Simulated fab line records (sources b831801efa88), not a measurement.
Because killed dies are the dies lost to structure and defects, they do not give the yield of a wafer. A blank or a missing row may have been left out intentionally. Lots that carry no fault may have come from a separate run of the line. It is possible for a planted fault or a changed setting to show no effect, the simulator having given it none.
Which tool was responsible? -- flow gf180mcu -- 13 lots, 39 wafers sampled, at 1 step of a route of 602

WHAT EACH GAUGE READ, for each wafer
GF_V5_BOW_MEAS_05.
lot,measured,on,V5_BOW (um)
L681,day 26 09:29,film metro-04,131 136 142
L683,day 27 00:47,film metro-01,135 128 133
L684,day 27 10:35,film metro-02,133 132 134
L686,day 28 00:33,film metro-04,120 123 123
L690,day 29 04:22,film metro-01,132 142 132
L692,day 29 21:45,film metro-01,137 144 140
L697,day 31 09:57,film metro-02,123 129 118
L699,day 31 15:15,film metro-04,139 139 143
L700,day 32 04:10,film metro-01,131 134 123
L701,day 32 08:11,film metro-02,135 132 151
L702,day 32 11:18,film metro-04,133 132 141
L703,day 32 13:08,film metro-01,114 134 126
L704,day 32 23:26,film metro-04,150 140 144

WHICH TOOL RAN EACH LOT (tool, then ch and the chambers of the sampled wafers, then the start)
There is no process step in the record ahead of these readings.

WHAT THE TOOLS THEMSELVES READ (means of the sampled wafers that have a number; where no wafer has one, the mark that the record gives instead)
The record holds no such reading with a usual standard deviation.

THE ANSWER, worked out from the rows above alone
Rule: the lots themselves supply what counts as usual. The widest of any qualifying gaps counts: lots, ordered by their means at a reading, are off when they make up no more than a third of the lots, leave a main group of 4 or more, and stand apart from it by 3 or more times the standard deviation of that group's means. Not used: any main group whose means are identical at the precision the tables above print for the reading. Also off: a lot with no number at a reading for which 4 or more lots have one. The other lots that the step has rows for count as sound. The gauges are gone through in route order, then the tools' own readings, and for those a lot's mean is taken as printed above. The first step at which some lot is off is used, and at that step the reading that is off furthest; a lot without a number counts as furthest.
Across all readings shown, no lot is off: no conclusion can be drawn from this.

WHAT THE SIMULATOR HAD INSERTED
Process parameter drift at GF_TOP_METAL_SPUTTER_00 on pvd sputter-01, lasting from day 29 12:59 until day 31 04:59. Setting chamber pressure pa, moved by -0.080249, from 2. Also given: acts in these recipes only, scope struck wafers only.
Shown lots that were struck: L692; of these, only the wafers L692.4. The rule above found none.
